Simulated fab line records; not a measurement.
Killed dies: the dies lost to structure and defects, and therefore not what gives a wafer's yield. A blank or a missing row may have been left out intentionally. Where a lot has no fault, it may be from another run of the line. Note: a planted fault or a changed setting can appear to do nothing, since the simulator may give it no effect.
fab line records	flow gf180mcu
record lots=5	wafers=15	last-day=34
route steps=602 shown V1@338
lots that met no fault: taken from a fault-free run of the same line
start-h: the number of hours between the record's first day and the start of the first shown wafer of the lot	wait-h: time in hours since the lot's previous step	" repeats the value in the row above	L1.1+2: a row that stands for several wafers	- no value present, or no start provided	* or withheld: withheld	< > ~ a bound
route shown NAME@n: NAME is a module with steps in the file, n the number in the route of the first one	usual: mean and standard deviation over wafers with no fault	same: alike in all rows	chamber/n: place in a boat	sites: the reading at each site	_std_site: their standard deviation	_edge_site: outer sites' mean less inner sites'	radius-mm: how far each site lies from the wafer's centre	mask NAME#n: copy n	behind: tool/chamber where the wafer was last shaped	hold: what put the lot on hold/how long, in hours/how the hold closed	device: the transistor (n, p or np) that didn't switch	end of line: tests of these same wafers at the route's end	for a step that has no rows: nothing shown but its recipe	killed: the dies lost at the first sort to structure and to defects; this is not the yield of the wafer	map: the dies of a wafer, with x for killed, . for not killed, _ for no die there
set.NAME: setting as actually run; set.NAME@STEP: the setting as run at that earlier step	model.NAME: the simulator's own value behind a step, which no gauge read
lots seen at some steps along the route; tables by step, rows by wafer
services: a tool's chamber out of use, with start hour (start-h, from the record's first day; less than 0 if before it), hours out, and reason
## steps
# step GF_V1_THK_MEAS_03
# recipe reads=SiO2_of_V1_CVD_02
# usual V1_CVD_02_THK=849/10
lot.wafer	tool	chamber	start-h	wait-h	V1_CVD_02_THK[nm]
L074.3	film-metro-02	-	384.18	0.1	838
L074.4	"	-	"	"	839
L074.5	"	-	"	"	844
L082.2	film-metro-02	-	462.55	0.0	833
L082.4	"	-	"	"	841
L082.6	"	-	"	"	840
L093.1	film-metro-04	-	553.41	0.0	837
L093.2	"	-	"	"	838
L093.3	"	-	"	"	832
L094.2	film-metro-03	-	562.55	0.0	851
L094.3	"	-	"	"	849
L094.4	"	-	"	"	865
L097.2	film-metro-02	-	580.82	0.0	848
L097.5	"	-	"	"	858
L097.6	"	-	"	"	864
# step GF_V1_CMP_04
# recipe material=SiO2	down-force-psi=4	platen-rpm=60	pad-velocity-m-s=0.94248
# usual motor-current-A=11.4/1.1	time-to-endpoint-s=78/4.9
lot.wafer	tool	chamber	start-h	wait-h	motor-current-A	time-to-endpoint-s
L074.3	cmp-01	2	384.22	0.0	13.5	74
L074.4	"	1	"	"	12.2	74
L074.5	"	2	"	"	13.2	77
L082.4	cmp-01	1	462.70	0.1	11.7	82
L082.2	"	2	"	"	13.6	78
L082.6	"	0	"	"	12.1	79
L093.1	cmp-02	0	553.47	0.1	12.2	76
L093.3	"	2	"	"	10.0	68
L093.2	"	3	"	"	11.1	73
L094.3	cmp-02	0	562.60	0.0	12.6	78
L094.4	"	1	"	"	12.0	77
L094.2	"	2	"	"	10.2	74
L097.2	cmp-02	2	580.87	0.0	10.3	76
L097.5	"	2	"	"	10.1	77
L097.6	"	3	"	"	11.4	83
# step GF_V1_BOW_MEAS_05
# recipe mode=bow
# usual V1_BOW=82/7.2
lot.wafer	tool	chamber	start-h	wait-h	V1_BOW[um]
L074.3	film-metro-03	-	384.56	0.3	82
L074.4	"	-	"	"	94
L074.5	"	-	"	"	90
L082.2	film-metro-03	-	462.92	0.1	86
L082.4	"	-	"	"	89
L082.6	"	-	"	"	80
L093.1	film-metro-04	-	553.77	0.2	93
L093.2	"	-	"	"	85
L093.3	"	-	"	"	88
L094.2	film-metro-04	-	562.92	0.2	93
L094.3	"	-	"	"	79
L094.4	"	-	"	"	91
L097.2	film-metro-04	-	581.19	0.3	99
L097.5	"	-	"	"	96
L097.6	"	-	"	"	86
# step GF_V1_DEHYDRATE_06
# recipe temp-c=200	time-s=60
# usual chill-plate-temp-C=23.00/0.11	resist-line-temp-C=23.00/0.1
lot.wafer	tool	chamber	start-h	wait-h	chill-plate-temp-C	resist-line-temp-C
L074.3	litho-track-02	0	395.39	10.8	23.26	22.98
L074.4	"	0	"	"	23.09	22.87
L074.5	"	0	"	"	23.36	22.93
L082.2	litho-track-04	0	474.41	11.5	22.92	23.16
L082.4	"	0	"	"	23.03	22.99
L082.6	"	0	"	"	23.09	23.13
L093.1	litho-track-02	0	564.53	10.7	23.11	22.95
L093.2	"	0	"	"	23.11	23.11
L093.3	"	0	"	"	23.06	23.11
L094.2	litho-track-02	0	573.36	10.4	23.02	22.96
L094.3	"	0	"	"	22.95	22.93
L094.4	"	0	"	"	23.09	22.76
L097.2	litho-track-03	0	591.51	10.3	22.92	23.00
L097.5	"	0	"	"	22.89	22.86
L097.6	"	0	"	"	22.95	22.99
# step GF_V1_HMDS_07
# recipe prime-time-s=60	prime-temp-c=120
# usual chill-plate-temp-C=23.02/0.1	prime-temp-c=120.04/0.12	resist-line-temp-C=22.98/0.099
lot.wafer	tool	chamber	start-h	wait-h	chill-plate-temp-C	prime-temp-c	resist-line-temp-C
L074.3	litho-track-02	0	395.54	0.1	22.99	120.15	22.95
L074.4	"	0	"	"	22.79	120.17	23.11
L074.5	"	0	"	"	22.86	120.19	23.01
L082.2	litho-track-04	0	474.56	0.1	23.13	120.10	22.95
L082.4	"	0	"	"	22.95	120.03	23.21
L082.6	"	0	"	"	23.08	119.95	23.07
L093.1	litho-track-02	0	564.68	0.1	23.04	120.21	23.03
L093.2	"	0	"	"	23.03	120.00	22.95
L093.3	"	0	"	"	23.09	120.05	22.96
L094.2	litho-track-02	0	573.51	0.1	23.04	120.01	23.04
L094.3	"	0	"	"	22.79	119.98	22.93
L094.4	"	0	"	"	22.88	120.14	23.09
L097.2	litho-track-03	0	591.66	0.1	23.05	120.17	22.96
L097.5	"	0	"	"	22.97	120.21	23.07
L097.6	"	0	"	"	22.92	120.04	22.97
# step GF_V1_COAT_08
# recipe resist=BARC	temp-c=withheld	time-s=withheld	spin-rpm=withheld	resist-thk-nm=withheld
# usual chill-plate-temp-C=*	resist-line-temp-C=*
lot.wafer	tool	chamber	start-h	wait-h	chill-plate-temp-C	resist-line-temp-C
L074.3	litho-track-02	0	395.69	0.1	*	*
L074.4	"	0	"	"	*	*
L074.5	"	0	"	"	*	*
L082.2	litho-track-04	0	474.71	0.1	*	*
L082.4	"	0	"	"	*	*
L082.6	"	0	"	"	*	*
L093.1	litho-track-02	0	564.83	0.1	*	*
L093.2	"	0	"	"	*	*
L093.3	"	0	"	"	*	*
L094.2	litho-track-02	0	573.66	0.1	*	*
L094.3	"	0	"	"	*	*
L094.4	"	0	"	"	*	*
L097.2	litho-track-03	0	591.81	0.1	*	*
L097.5	"	0	"	"	*	*
L097.6	"	0	"	"	*	*
# step GF_V1_COAT_09
# recipe resist=KrF	spin-rpm=withheld	resist-thk-nm=1000
# usual chill-plate-temp-C=23.00/0.1	resist-line-temp-C=23.00/0.1
lot.wafer	tool	chamber	start-h	wait-h	chill-plate-temp-C	resist-line-temp-C
L074.3	litho-track-02	0	-	-	22.92	22.81
L074.4	"	0	"	"	23.14	22.92
L074.5	"	0	"	"	23.07	22.82
L082.2	litho-track-04	0	-	-	22.96	22.89
L082.4	"	0	"	"	22.92	22.96
L082.6	"	0	"	"	23.08	23.04
L093.1	litho-track-02	0	-	-	22.93	23.09
L093.2	"	0	"	"	23.09	23.05
L093.3	"	0	"	"	22.79	22.98
L094.2	litho-track-02	0	-	-	22.92	23.01
L094.3	"	0	"	"	22.73	22.98
L094.4	"	0	"	"	22.85	22.92
L097.2	litho-track-03	0	-	-	23.25	23.03
L097.5	"	0	"	"	23.01	23.13
L097.6	"	0	"	"	23.03	23.02
# step GF_V1_SOFTBAKE_10
# recipe temp-c=130	time-s=60	resist=KrF
# usual chill-plate-temp-C=23.00/0.11	resist-line-temp-C=22.98/0.1
lot.wafer	tool	chamber	start-h	wait-h	chill-plate-temp-C	resist-line-temp-C
L074.3	litho-track-02	0	-	-	22.96	22.84
L074.4	"	0	"	"	22.83	22.73
L074.5	"	0	"	"	23.04	22.92
L082.2	litho-track-04	0	-	-	23.01	22.95
L082.4	"	0	"	"	22.98	23.01
L082.6	"	0	"	"	23.11	22.99
L093.1	litho-track-02	0	-	-	22.98	23.07
L093.2	"	0	"	"	23.20	23.05
L093.3	"	0	"	"	23.12	23.09
L094.2	litho-track-02	0	-	-	22.97	23.09
L094.3	"	0	"	"	23.10	23.09
L094.4	"	0	"	"	23.14	23.05
L097.2	litho-track-03	0	-	-	23.18	22.88
L097.5	"	0	"	"	23.05	23.09
L097.6	"	0	"	"	23.08	23.08
# step GF_V1_EXPOSE_11
# recipe mask-id=Via1	target-cd-nm=260	na=0.68	source-shape=conventional	sigma-outer=0.6	dose-mj=38
lot.wafer	tool	chamber	start-h	wait-h	mask
L074.3+4+5	krf-scanner-02	0	-	-	Via1#0
L082.2+4+6	krf-scanner-01	0	-	-	Via1#0
L093.1+2+3	krf-scanner-02	0	-	-	Via1#0
L094.2+3+4	krf-scanner-02	0	-	-	Via1#0
L097.2+5+6	krf-scanner-02	0	-	-	Via1#0
# step GF_V1_PEB_12
# recipe peb-temp-c=135	peb-time-s=90	resist=KrF
# usual chill-plate-temp-C=23.02/0.12	resist-line-temp-C=23.01/0.092
# same peb-time-s=90
lot.wafer	tool	chamber	start-h	wait-h	chill-plate-temp-C	resist-line-temp-C
L074.3	litho-track-02	0	-	-	23.06	23.12
L074.4	"	0	"	"	23.10	22.97
L074.5	"	0	"	"	23.11	23.07
L082.2	litho-track-04	0	-	-	22.92	23.06
L082.4	"	0	"	"	23.05	22.89
L082.6	"	0	"	"	22.94	23.06
L093.1	litho-track-02	0	-	-	22.93	23.13
L093.2	"	0	"	"	23.16	23.08
L093.3	"	0	"	"	23.05	23.06
L094.2	litho-track-03	0	-	-	23.17	22.89
L094.3	"	0	"	"	23.27	22.74
L094.4	"	0	"	"	23.13	22.89
L097.2	litho-track-02	0	-	-	22.77	22.93
L097.5	"	0	"	"	22.92	23.09
L097.6	"	0	"	"	22.99	22.90
# step GF_V1_DEVELOP_13
# recipe develop-time-s=60	resist=KrF	dev-temp-c=21
# usual chill-plate-temp-C=23.02/0.097	resist-line-temp-C=22.97/0.096
lot.wafer	tool	chamber	start-h	wait-h	chill-plate-temp-C	resist-line-temp-C
L074.3	litho-track-02	0	407.58	0.1	23.08	23.04
L074.4	"	0	"	"	23.13	23.03
L074.5	"	0	"	"	23.13	22.97
L082.2	litho-track-04	0	486.86	0.2	23.03	22.91
L082.4	"	0	"	"	23.07	23.02
L082.6	"	0	"	"	23.17	22.88
L093.1	litho-track-02	0	576.43	0.2	23.13	23.10
L093.2	"	0	"	"	23.06	22.94
L093.3	"	0	"	"	23.07	23.07
L094.2	litho-track-03	0	584.31	0.2	22.95	23.09
L094.3	"	0	"	"	23.02	22.95
L094.4	"	0	"	"	23.02	22.89
L097.2	litho-track-02	0	602.46	0.2	23.05	22.91
L097.5	"	0	"	"	22.98	23.02
L097.6	"	0	"	"	23.01	22.99
# step GF_V1_CD_MEAS_14
# recipe target-cd-nm=260
# usual cd-nm=259.5/1.6
lot.wafer	tool	chamber	start-h	wait-h	cd-nm
L074.3	cd-sem-01	-	407.72	0.1	259.8
L074.4	"	-	"	"	259.4
L074.5	"	-	"	"	259.8
L082.2	cd-sem-02	-	487.00	0.1	259.8
L082.4	"	-	"	"	259.5
L082.6	"	-	"	"	258.5
L093.1	cd-sem-02	-	576.58	0.1	258.7
L093.2	"	-	"	"	259.8
L093.3	"	-	"	"	259.8
L094.2	cd-sem-01	-	584.45	0.1	260.4
L094.3	"	-	"	"	259.1
L094.4	"	-	"	"	258.5
L097.2	cd-sem-02	-	602.60	0.1	260.1
L097.5	"	-	"	"	260.7
L097.6	"	-	"	"	261.3
# step GF_V1_OVL_MEAS_15
# usual V1_OVL=-1/5.6
lot.wafer	tool	chamber	start-h	wait-h	V1_OVL[nm]
L074.3	overlay-02	-	407.82	0.1	-4
L074.4	"	-	"	"	-8
L074.5	"	-	"	"	2
L082.2	overlay-02	-	487.11	0.1	6
L082.4	"	-	"	"	3
L082.6	"	-	"	"	2
L093.1	overlay-01	-	576.70	0.1	-8
L093.2	"	-	"	"	-6
L093.3	"	-	"	"	-1
L094.2	overlay-02	-	584.56	0.1	-4
L094.3	"	-	"	"	-3
L094.4	"	-	"	"	-1
L097.2	overlay-02	-	602.71	0.1	-7
L097.5	"	-	"	"	-4
L097.6	"	-	"	"	-4
# step GF_V1_ETCH_16
# recipe chemistry=N2/H2	target-depth-a=withheld	overetch-a=withheld	time-s=withheld	target=BARC	ion-energy-ev=200	source-w=500	bias-w=100	pressure-mtorr=30	n2-flow-sccm=100	h2-flow-sccm=200
# usual drypump-motor-current-A=5.6/0.51	n2-flow-sccm=99.99/0.29	oes-product-au=0.855/0.0047	throttle-valve-pct=13.225/0.0088
lot.wafer	tool	chamber	start-h	wait-h	drypump-motor-current-A	n2-flow-sccm	oes-product-au	throttle-valve-pct
L074.3	rie-diel-03	1	407.84	0.0	5.2	100.11	0.845	13.229
L074.4	"	2	"	"	6.1	100.39	0.857	13.232
L074.5	"	2	"	"	6.2	100.20	0.849	13.236
L082.2	rie-diel-04	0	487.14	0.0	5.2	99.50	0.855	13.217
L082.4	"	3	"	"	6.1	100.29	0.853	13.232
L082.6	"	2	"	"	6.5	100.08	0.855	13.223
L093.1	rie-diel-02	1	576.74	0.0	5.9	100.45	0.854	13.221
L093.2	"	0	"	"	5.7	100.19	0.862	13.223
L093.3	"	3	"	"	4.9	100.35	0.850	13.210
L094.2	rie-diel-03	1	584.59	0.0	5.2	100.21	0.851	13.213
L094.3	"	0	"	"	6.2	100.01	0.846	13.216
L094.4	"	2	"	"	6.2	100.19	0.850	13.230
L097.2	rie-diel-03	2	602.74	0.0	6.1	99.75	0.855	13.237
L097.5	"	0	"	"	6.2	99.83	0.863	13.227
L097.6	"	3	"	"	6.1	100.03	0.855	13.228
# step GF_V1_ETCH_17
# recipe chemistry=C4F8/O2/Ar	mask-material=KrF	target=SiO2	stop-on=TiN	source-w=1500	bias-w=1200	pressure-mtorr=40	c4f8-flow-sccm=withheld	O2_flow_sccm=6	Ar_flow_sccm=300	time-s=withheld	target-depth-a=6300
# usual oes-product-au=0.855/0.0048
lot.wafer	tool	chamber	start-h	wait-h	oes-product-au
L074.3	rie-diel-03	1	-	-	0.853
L074.4	"	2	"	"	0.856
L074.5	"	2	"	"	0.849
L082.2	rie-diel-04	0	-	-	0.858
L082.4	"	3	"	"	0.851
L082.6	"	2	"	"	0.855
L093.1	rie-diel-02	1	-	-	0.846
L093.2	"	0	"	"	0.866
L093.3	"	3	"	"	0.853
L094.2	rie-diel-03	1	-	-	0.856
L094.3	"	0	"	"	0.849
L094.4	"	2	"	"	0.859
L097.2	rie-diel-03	2	-	-	0.857
L097.5	"	0	"	"	0.858
L097.6	"	3	"	"	0.855
# step GF_V1_STRIP_18
# recipe chemistry=O2/N2	power-w=1400	pressure-mtorr=1500	platen-temp-c=250	o2-flow-sccm=3000	n2-flow-sccm=300	overash-fraction=0.5
# usual drypump-motor-current-A=5.9/0.45	heater-power-w=321/8.1	n2-flow-sccm=300.0/0.88	oes-product-au=0.593/0.0048	platen-temp-c=250.00/0.19
lot.wafer	tool	chamber	start-h	wait-h	drypump-motor-current-A	heater-power-w	n2-flow-sccm	oes-product-au	platen-temp-c	rf-hours-counter-h
L074.3	plasma-asher-02	0	408.00	-	5.8	312	300.4	0.600	249.82	-
L074.4	"	1	"	"	6.5	318	299.1	0.602	250.10	-
L074.5	"	0	"	"	5.7	311	299.7	0.601	249.96	-
L082.2	plasma-asher-04	1	487.27	-	5.9	317	299.4	0.593	250.00	6
L082.4	"	0	"	"	5.8	336	301.6	0.589	250.10	-
L082.6	"	0	"	"	5.8	322	302.3	0.592	250.27	-
L093.1	plasma-asher-01	0	576.87	-	6.8	329	300.5	0.596	250.22	47
L093.2	"	1	"	"	5.3	316	299.9	0.594	249.97	47
L093.3	"	0	"	"	6.8	326	299.6	0.595	250.28	-
L094.2	plasma-asher-04	0	584.72	-	5.8	337	299.4	0.587	250.17	14
L094.3	"	0	"	"	5.8	344	300.5	0.588	249.97	-
L094.4	"	1	"	"	5.9	322	299.4	0.596	250.23	-
L097.2	plasma-asher-04	1	602.87	-	5.9	326	300.1	0.592	249.95	17
L097.5	"	1	"	"	5.9	320	301.4	0.597	249.94	-
L097.6	"	0	"	"	5.8	325	300.0	0.588	250.25	-
# step GF_V1_STRIP_19
# recipe chemistry=post-etch-residue-remover	time-s=1200	temp-c=72.5
# usual temp-c=72.51/0.12
lot.wafer	tool	chamber	start-h	wait-h	temp-c
L074.3	wet-bench-04	2	408.07	0.0	72.59
L074.4	"	2	"	"	72.50
L074.5	"	2	"	"	72.62
L082.2	wet-bench-04	0	487.37	0.1	72.46
L082.4	"	0	"	"	72.50
L082.6	"	0	"	"	72.51
L093.1	wet-bench-02	3	576.97	0.1	72.74
L093.2	"	3	"	"	72.59
L093.3	"	3	"	"	72.41
L094.2	wet-bench-04	3	584.82	0.1	72.49
L094.3	"	3	"	"	72.44
L094.4	"	3	"	"	72.62
L097.2	wet-bench-03	3	602.97	0.1	72.70
L097.5	"	3	"	"	72.63
L097.6	"	3	"	"	72.75
# step GF_V1_CLEAN_20
# recipe chemistry=DIW	dry=n2-spin
lot.wafer	tool	chamber	start-h	wait-h
L074.3+4+5	wet-bench-02	2	408.41	0.0
L082.2+4+6	wet-bench-02	3	487.74	0.0
L093.1+2+3	wet-bench-03	3	577.34	0.0
L094.2+3+4	wet-bench-03	1	585.18	0.0
L097.2+5+6	wet-bench-03	0	603.37	0.0
# step GF_V1_SPUTTER_21
# recipe material=Ti	target-thk-nm=15	chamber-pressure-pa=5	power-w=2500	substrate-temp-c=200	time-s=80.02
# usual throttle-valve-pct=29.9/1.1
lot.wafer	tool	chamber	start-h	wait-h	throttle-valve-pct
L074.3	pvd-sputter-03	-	408.59	0.0	29.3
L074.4	"	-	"	"	28.6
L074.5	"	-	"	"	30.8
L082.2	pvd-sputter-01	-	487.83	0.0	29.3
L082.4	"	-	"	"	30.2
L082.6	"	-	"	"	30.2
L093.1	pvd-sputter-03	-	577.43	0.0	30.6
L093.2	"	-	"	"	29.2
L093.3	"	-	"	"	28.8
L094.2	pvd-sputter-03	-	585.27	0.0	30.6
L094.3	"	-	"	"	30.3
L094.4	"	-	"	"	29.3
L097.2	pvd-sputter-03	-	603.48	0.0	30.5
L097.5	"	-	"	"	30.4
L097.6	"	-	"	"	30.6
# step GF_V1_SPUTTER_22
# recipe material=TiN	target-thk-nm=10	chamber-pressure-pa=5	power-w=4000	time-s=40
# usual throttle-valve-pct=29.9/1.2
lot.wafer	tool	chamber	start-h	wait-h	throttle-valve-pct
L074.3	pvd-sputter-03	-	408.66	0.0	29.1
L074.4	"	-	"	"	28.8
L074.5	"	-	"	"	30.8
L082.2	pvd-sputter-01	-	487.89	0.0	29.3
L082.4	"	-	"	"	30.1
L082.6	"	-	"	"	30.3
L093.1	pvd-sputter-03	-	577.49	0.0	30.8
L093.2	"	-	"	"	29.3
L093.3	"	-	"	"	28.7
L094.2	pvd-sputter-03	-	585.33	0.0	30.5
L094.3	"	-	"	"	30.6
L094.4	"	-	"	"	29.4
L097.2	pvd-sputter-03	-	603.54	0.0	30.5
L097.5	"	-	"	"	30.3
L097.6	"	-	"	"	30.7
# step GF_V1_CVD_23
# recipe material=W	target-thk-nm=350	time-s=105.05	temp-c=400	pressure-torr=40
# usual heater-power-w=861/40
lot.wafer	tool	chamber	start-h	wait-h	heater-power-w
L074.3	cvd-w-02	1	408.73	0.1	855
L074.4	"	0	"	"	797
L074.5	"	0	"	"	813
L082.2	cvd-w-02	0	487.93	0.0	790
L082.4	"	1	"	"	895
L082.6	"	1	"	"	896
L093.1	cvd-w-02	0	577.53	0.0	808
L093.2	"	1	"	"	893
L093.3	"	1	"	"	884
L094.2	cvd-w-01	1	585.37	0.0	917
L094.3	"	1	"	"	879
L094.4	"	0	"	"	890
L097.2	cvd-w-01	0	603.58	0.0	907
L097.5	"	1	"	"	886
L097.6	"	0	"	"	880
# step GF_V1_RS_MEAS_24
# recipe thk-meas-gauge=four-point-probe	reads=W_of_V1_CVD_23+TiN_of_V1_SPUTTER_22+Ti_of_V1_SPUTTER_21
# usual V1_W_RS=0.3303/0.0029
lot.wafer	tool	chamber	start-h	wait-h	V1_W_RS[ohm/sq]
L074.3	film-metro-02	-	408.85	0.1	0.3293
L074.4	"	-	"	"	0.3289
L074.5	"	-	"	"	0.3309
L082.2	film-metro-03	-	488.06	0.1	0.3349
L082.4	"	-	"	"	0.3323
L082.6	"	-	"	"	0.3348
L093.1	film-metro-04	-	577.64	0.1	0.3300
L093.2	"	-	"	"	0.3314
L093.3	"	-	"	"	0.3306
L094.2	film-metro-04	-	585.50	0.1	0.3307
L094.3	"	-	"	"	0.3298
L094.4	"	-	"	"	0.3319
L097.2	film-metro-02	-	603.72	0.1	0.3338
L097.5	"	-	"	"	0.3295
L097.6	"	-	"	"	0.3328
## services
tool	chamber	start-h	hours	kind
cmp-02	-	384.67	3.9	pm
cvd-w-02	-	390.00	14.0	pm
cvd-w-02	-	401.81	1.3	repair
krf-scanner-02	-	403.31	1.0	pm
cmp-02	-	404.00	4.0	pm
rie-diel-03	2	408.96	5.3	repair
krf-scanner-02	-	410.81	1.3	pm
plasma-asher-04	-	421.25	9.0	pm
wet-bench-04	-	432.72	2.6	repair
cvd-w-02	1	454.92	5.4	repair
rie-diel-03	-	456.38	2.8	repair
krf-scanner-02	-	460.11	0.8	pm
cvd-w-02	0	464.86	2.6	repair
wet-bench-02	-	472.89	3.2	repair
cmp-02	-	499.91	1.3	repair
plasma-asher-04	-	501.03	2.8	pm
pvd-sputter-03	-	509.71	2.5	repair
cvd-w-02	-	528.86	2.1	repair
plasma-asher-04	-	534.77	1.6	repair
cvd-w-02	1	571.36	2.0	repair
krf-scanner-02	-	572.31	1.0	pm
plasma-asher-04	-	578.57	4.7	repair
krf-scanner-02	-	586.71	1.3	pm
pvd-sputter-03	-	587.65	2.4	repair
## key
fault none
